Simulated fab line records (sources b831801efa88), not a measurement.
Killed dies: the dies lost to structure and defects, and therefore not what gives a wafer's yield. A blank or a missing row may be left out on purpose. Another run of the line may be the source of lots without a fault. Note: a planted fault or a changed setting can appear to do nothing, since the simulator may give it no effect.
One fault through the eyes of 2 desks -- flow sky130 -- numbers are kept per desk, each desk with only its own; the story behind them comes last

## THE METROLOGY DESK
Lot by lot, what the gauges showed, no matter which tool ran the lot: averages of those sampled wafers that carry a number. A lot is out of limits, marked OUT, if its mean lies more than 4 standard deviations from the usual mean; the brackets give that distance.
Columns: A = VT_ADJUST_NCORE_TW at SKY_VT_ADJUST_NCORE_TW_MEAS_11, usual 217.7; B = cd-nm at SKY_VT_ADJUST_HVTR_CD_MEAS_07, usual 379.9 nm; C = VT_ADJUST_HVTR_TW at SKY_VT_ADJUST_HVTR_TW_MEAS_11, usual 211.5; D = cd-nm at SKY_SONOS_TUNNEL_CD_MEAS_07, usual 410.6 nm
lot,first seen here,A,B,C,D
L567,day 9 06:22,218.8,379.8,211.0,408.6
L569,day 9 12:06,213.8,376.7,211.5,413.1
L570,day 9 23:49,219.1,380.9,210.8,412.5
L571,day 10 00:11,219.3,378.1,210.9,414.8
L572,day 10 13:14,216.5,382.7,210.6,409.7
L574,day 10 14:49,220.3,379.8,211.5,410.0
L575,day 11 01:01,215.7,381.7,210.9,411.3
L581,day 12 18:50,169.4 (-24) OUT,382.4,211.7,412.0
L582,day 13 03:16,168.9 (-24) OUT,381.7,210.2,410.1
L584,day 13 12:37,215.8,382.7,209.2,412.0
L586,day 14 07:35,217.1,375.2,213.3,408.6
L587,day 14 10:34,219.3,378.8,214.0,407.0
L590,day 15 16:45,220.3,382.0,212.3,409.3
This desk reports L581, L582 out of limits; the earliest was L581 at day 12 18:50 (VT_ADJUST_NCORE_TW at SKY_VT_ADJUST_NCORE_TW_MEAS_11). L567, L569, L570, L571, L572, L574, L575, L584, L586, L587, L590: within limits.

## FOR THE TOOL OWNER'S DESK: implanter-01
The tool's own readings at SKY_VT_ADJUST_NCORE_IMPLANT_09, given as means over the sampled wafers that have a number, one for each lot that went through this tool. A lot is out of limits, marked OUT, if its mean lies more than 4 standard deviations from the usual mean; the brackets give that distance.
Columns: A = dose-ions-cm2 at SKY_VT_ADJUST_NCORE_IMPLANT_09, usual 2.4002e+12; B = faraday-current-uA at SKY_VT_ADJUST_NCORE_IMPLANT_09, usual 13.52
lot,first seen here,A,B
L567,day 9 06:07,2.3953e+12,13.19
L572,day 10 13:01,2.3963e+12,13.45
L575,day 11 00:47,2.4011e+12,13.39
L581,day 12 18:35,1.0061e+12 (-99 or more) OUT,5.67 (-29) OUT
L582,day 13 03:01,1.0054e+12 (-99 or more) OUT,5.58 (-29) OUT
This desk's finding: out of limits on L581, L582; first on L581, day 12 18:35 (dose-ions-cm2 at SKY_VT_ADJUST_NCORE_IMPLANT_09). L567, L572, L575: within limits.

## PUT TOGETHER
The tool owner's desk had the chance to raise an alarm at day 12 18:35 on L581, L582.
An alarm was possible from the metrology desk at day 12 18:50, on L581, L582.
Of the lots named, all ran SKY_VT_ADJUST_NCORE_IMPLANT_09 on implanter-01.

## WHAT WAS PUT IN BY THE SIMULATOR
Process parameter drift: implanter-01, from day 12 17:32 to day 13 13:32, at SKY_VT_ADJUST_NCORE_IMPLANT_09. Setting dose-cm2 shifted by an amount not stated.
Struck lots among those shown: L581, L582.
Hours from the fault's start to each desk's first reading out of limits: the tool owner's desk, 1; the metrology desk, 1.
